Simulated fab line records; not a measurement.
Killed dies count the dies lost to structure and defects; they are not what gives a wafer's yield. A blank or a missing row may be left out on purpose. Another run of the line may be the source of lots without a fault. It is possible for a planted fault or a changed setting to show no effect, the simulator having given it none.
Problem report in the 8D (eight disciplines) form, filled by code	flow sky130	the parts of the form that need people (team, actions taken, sign-off) are left out

1. THE ISSUE
Mean SONOS_TUNNEL_TW at SKY_SONOS_TUNNEL_TW_MEAS_12: 30.0 over 5 wafers in 3 lots; fault-free wafers: 199.3, standard deviation 1.6. So: -99 or more standard deviations from the usual mean.
First seen on wafer L523.3, day 14 06:59, on filmMetro-02. The record has a number at this step for 37 wafers belonging to 13 lots. Rule for "out", or "out of limits": more than 4 standard deviations from the usual mean. The rest of the wafers with a number are treated as sound.

2. WHAT IT IS, AND WHAT IT ISN'T
question	is	is not
which readings at this step	SONOS_TUNNEL_TW	-
which lots	L523, L524, L526	L515, L516, L517, L531, L532, L534, L535, L536, L537, L538
which wafers of those lots	L523.3, L523.5, L524.5, L526.3, L526.5	L524.4, L526.1
read on which gauges	filmMetro-02, filmMetro-04	filmMetro-01
when	from day 14 06:59	up to then (9 sound wafers); but 23 sound wafers of L524, L526, L531, L532, L534, L535, L536, L537, L538 came after

3. THE SUSPECTS, EACH WITH WHAT RULES IT OUT
Counting: any tool at a process step up to the reading remains a suspect provided it ran every lot that is out. Sound lots after the first of them don't rule it out here, since some wafers of a struck lot are sound.
- the gauge at SKY_SONOS_TUNNEL_TW_MEAS_12 is ruled out. 2 gauges (filmMetro-02, filmMetro-04) read the wafers that are out.
- lithoTrack-02 at SKY_SONOS_TUNNEL_DEVELOP_06 (develop time 60 s): kept. It processed each lot that is out (first: L523, day 14 06:19); up to then, its last sound lot is L515 (day 11 15:08).
After counting, what remains is lithoTrack-02 at SKY_SONOS_TUNNEL_DEVELOP_06.

4. THE CAUSE (what the simulator had put in)
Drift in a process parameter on lithoTrack-02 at SKY_SONOS_TUNNEL_DEVELOP_06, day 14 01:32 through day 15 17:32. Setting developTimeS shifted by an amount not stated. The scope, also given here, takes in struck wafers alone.
Only this tool survived the counting.

5. THE EFFECT CHAIN, in route order
One row per reading whose mean, taken over the struck wafers that have a number, lies over 3 standard deviations from the usual. Scope: only readings with a usual standard deviation given in the record; hours: median across lots of the time from each lot's start at the first step in this table that gives one to its start at this step; sigmas: change in usual standard deviations.
hours	step	reading	usual	on struck wafers	change	sigmas
0	SKY_SONOS_TUNNEL_TW_MEAS_12	SONOS_TUNNEL_TW	199.3	30.0	-169.3	-99 or more
812	SKY_PAD_OPEN_PROBE_99	killedAtFrontEnd	15	426	+411	+89
812	SKY_PAD_OPEN_PROBE_99	killedDies	87	492	+405	+40
812	SKY_PAD_OPEN_PROBE_99	killedOnRim	17	96	+79	+20
It contains these process steps:
- SKY_PAD_OPEN_PROBE_99

6. HOW IT WOULD HAVE BEEN CAUGHT EARLIER
Counted from the fault's start at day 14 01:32, it took 5 hours until the first out-of-limits reading at a measuring or inspecting step in this record, taken at day 14 06:59.
Of the lots that are out (3), L524, L526 began SKY_SONOS_TUNNEL_DEVELOP_06 on lithoTrack-02 after day 14 06:59. A hold on the tool at that time would have spared those 2.
